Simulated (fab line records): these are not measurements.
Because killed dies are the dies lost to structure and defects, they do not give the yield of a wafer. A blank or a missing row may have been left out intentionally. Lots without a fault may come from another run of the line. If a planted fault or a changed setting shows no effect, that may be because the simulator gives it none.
Which of the tools did it?	flow sky130	33 wafers from 11 lots sampled at 6 of the route's 708 steps

== WHAT THE GAUGES READ, wafer by wafer ==
SKY_GATE_OXIDE_THK_MEAS_02.
lot	measured	on	GATE_OXIDE_OXIDATION_00_THK (nm)
L421	day 13 10:26	film-metro-02	10.05 10.05 10.04
L424	day 14 11:31	film-metro-01	10.23 10.17 10.15
L425	day 14 18:45	film-metro-04	10.24 10.45 10.39
L428	day 15 21:19	film-metro-02	9.91 9.97 10.09
L430	day 16 14:08	film-metro-02	10.79 10.63 10.88
L434	day 17 19:55	film-metro-02	10.34 10.42 10.28
L435	day 18 08:04	film-metro-04	10.15 10.33 10.36
L436	day 18 12:39	film-metro-01	10.69 10.54 10.65
L440	day 19 23:53	film-metro-02	10.47 10.26 10.40
L441	day 20 09:10	film-metro-04	10.46 10.21 10.51
L442	day 21 20:14	film-metro-04	10.37 10.43 10.27

SKY_POLY_GATE_THK_MEAS_04.
lot	measured	on	POLY_GATE_CVD_03_THK (nm)
L421	day 15 19:46	film-metro-03	76.2 75.9 76.0
L424	day 17 01:42	film-metro-03	74.1 74.1 74.4
L425	day 17 08:08	film-metro-03	74.9 75.0 75.1
L428	day 18 15:02	film-metro-01	76.1 75.9 75.9
L430	day 19 08:16	film-metro-04	75.6 75.7 75.8
L434	day 20 17:36	film-metro-03	74.6 75.4 75.3
L435	day 21 01:55	film-metro-03	75.9 76.2 75.5
L436	day 21 08:18	film-metro-01	75.2 75.7 75.1
L440	day 23 15:04	film-metro-04	75.1 75.2 75.3
L441	day 23 15:04	film-metro-03	74.8 74.6 74.3
L442	day 24 11:31	film-metro-03	75.8 76.0 76.9

SKY_LDD_N_TW_MEAS_17.
lot	measured	on	LDD_N_TW
L421	day 18 10:40	film-metro-02	2603 2609 2616
L424	day 19 18:35	film-metro-03	2546 2536 2535
L425	day 19 23:56	film-metro-03	2542 2527 2544
L428	day 21 07:58	film-metro-02	2591 2588 2587
L430	day 21 23:44	film-metro-03	2537 2534 2540
L434	day 23 09:19	film-metro-04	2897 2918 2899
L435	day 23 17:14	film-metro-04	2903 2912 2903
L436	day 23 23:08	film-metro-02	2609 2600 2626
L440	day 26 04:17	film-metro-04	2592 2596 2603
L441	day 26 06:04	film-metro-02	2611 2592 2606
L442	day 27 00:32	film-metro-02	2601 2600 2597

== WHAT TOOL EACH LOT RAN ON (gives the tool, then ch and the chambers of the sampled wafers, and finally the start) ==
lot	SKY_SONOS_ONO_STRIP_17	SKY_LDD_N_IMPLANT_10	SKY_LDD_N_STRIP_16
L421	plasma-asher-03 ch 0,1, day 13 07:31	implanter-01 ch 0, day 18 09:41	plasma-asher-03 ch 0,1, day 18 10:34
L424	plasma-asher-02 ch 0,1, day 14 08:40	implanter-01 ch 0, day 19 17:38	plasma-asher-02 ch 0,1, day 19 18:30
L425	plasma-asher-02 ch 0,1, day 14 16:32	implanter-04 ch 0, day 19 22:56	plasma-asher-03 ch 0,1, day 19 23:50
L428	plasma-asher-02 ch 0,1, day 15 18:56	implanter-04 ch 0, day 21 06:58	plasma-asher-01 ch 0,1, day 21 07:52
L430	plasma-asher-02 ch 0,1, day 16 11:45	implanter-01 ch 0, day 21 22:47	plasma-asher-02 ch 0,1, day 21 23:39
L434	plasma-asher-02 ch 0,1, day 17 18:18	implanter-04 ch 0, day 23 08:19	plasma-asher-02 ch 0,1, day 23 09:13
L435	plasma-asher-01 ch 0,1, day 18 05:02	implanter-04 ch 0, day 23 16:14	plasma-asher-03 ch 0,1, day 23 17:07
L436	plasma-asher-02 ch 0,1, day 18 09:45	implanter-01 ch 0, day 23 22:08	plasma-asher-03 ch 1, day 23 23:01
L440	plasma-asher-01 ch 0,1, day 19 21:59	implanter-01 ch 0, day 26 03:17	plasma-asher-03 ch 0,1, day 26 04:11
L441	plasma-asher-01 ch 0,1, day 20 07:24	implanter-02 ch 0, day 26 05:04	plasma-asher-01 ch 0,1, day 26 05:58
L442	plasma-asher-02 ch 0,1, day 21 18:38	implanter-02 ch 0, day 26 23:34	plasma-asher-03 ch 0,1, day 27 00:27
- SKY_SONOS_ONO_STRIP_17: strips in O2/N2.
- SKY_LDD_N_IMPLANT_10
- SKY_LDD_N_STRIP_16: strips in O2/N2.

== WHAT THE TOOLS THEMSELVES READ (means of the sampled wafers that have a number; where no wafer has one, the mark that the record gives instead) ==
SKY_SONOS_ONO_STRIP_17.
lot	tool	drypump-motor-current-A (A)	oes-product-au (a.u.)	strip-time-to-endpoint-s (s)
L421	plasma-asher-03	5.7	0.709	14.08
L424	plasma-asher-02	5.4	0.713	14.13
L425	plasma-asher-02	5.4	0.708	14.07
L428	plasma-asher-02	5.7	0.710	14.07
L430	plasma-asher-02	5.7	0.709	14.00
L434	plasma-asher-02	5.7	0.713	14.09
L435	plasma-asher-01	5.9	0.710	14.08
L436	plasma-asher-02	5.4	0.713	14.12
L440	plasma-asher-01	6.1	0.705	14.10
L441	plasma-asher-01	6.1	0.709	14.02
L442	plasma-asher-02	5.7	0.717	14.08

SKY_LDD_N_IMPLANT_10.
lot	tool	beam-on-s (s)	dose-ions-cm2	faraday-current-uA
L421	implanter-01	10.30	7.5e+13	410
L424	implanter-01	10.15	7.5e+13	417
L425	implanter-04	9.92	7.5e+13	427
L428	implanter-04	9.86	7.5e+13	429
L430	implanter-01	9.94	7.5e+13	425
L434	implanter-04	43.54	4.2e+14	547
L435	implanter-04	43.78	4.2e+14	545
L436	implanter-01	9.76	7.5e+13	432
L440	implanter-01	9.97	7.5e+13	423
L441	implanter-02	9.77	7.5e+13	433
L442	implanter-02	10.05	7.5e+13	421

SKY_LDD_N_STRIP_16.
lot	tool	drypump-motor-current-A (A)	oes-product-au (a.u.)	strip-time-to-endpoint-s (s)
L421	plasma-asher-03	5.5	0.405	4.309
L424	plasma-asher-02	5.7	0.403	4.302
L425	plasma-asher-03	5.8	0.409	4.315
L428	plasma-asher-01	6.1	0.410	4.316
L430	plasma-asher-02	5.4	0.409	4.305
L434	plasma-asher-02	5.7	0.410	5.167
L435	plasma-asher-03	5.8	0.403	5.141
L436	plasma-asher-03	6.1	0.409	4.308
L440	plasma-asher-03	5.5	0.408	4.322
L441	plasma-asher-01	5.9	0.411	4.321
L442	plasma-asher-03	5.8	0.404	4.313

== THE ANSWER, worked out from the rows above alone ==
Rule: the lots themselves supply what counts as usual. Put in order of their means at a reading, lots are off if they are a third of the lots or fewer, leave a main group of 4 or more, and stand apart from it by a gap of 3 or more times the standard deviation of the main group's means; of several such gaps the widest counts. If all means in a main group match to the digits the tables above print for the reading, that group is not used. Also off: a lot with no number at a reading for which 4 or more lots have one. All remaining lots with rows at the step are treated as sound. First the gauges in route order, then the tools' own readings, where a lot's mean is used as printed above. At the first step where some lot is off, the reading lying furthest off is the one used; lots without a number count as furthest.
Off: L434, L435, at SKY_LDD_N_TW_MEAS_17 (LDD_N_TW). For the main group the mean is 2580 and the standard deviation 31.
A tool fits if, at a process step before that reading, it ran every lot that is off, and no sound lot after the first of them. Not tried: the gauges at SKY_LDD_N_TW_MEAS_17; whatever is off there is also off at SKY_LDD_N_IMPLANT_10, on other tools, and gauge error can't account for it. One fits: implanter-04 at SKY_LDD_N_IMPLANT_10. Its last sound lot is L428 (day 21 06:58), its first lot that is off L434 (day 23 08:19): a fault that began between those two fits.
The tool's own readings at SKY_LDD_N_IMPLANT_10 bear it out: on the lots that are off they differ by more than 5 times the standard deviation of the sound lots' means. beam-on-s reads 43.66 s there against 9.97 s on the sound lots; dose-ions-cm2 reads 4.2e+14 there against 7.5e+13 on the sound lots; faraday-current-uA reads 546 there against 424 on the sound lots.

== WHAT WAS PUT IN BY THE SIMULATOR ==
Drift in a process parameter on implanter-04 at SKY_LDD_N_IMPLANT_10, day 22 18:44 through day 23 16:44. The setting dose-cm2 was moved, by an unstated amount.
Lots struck among those shown: L434, L435. This agrees with what the rule above found.
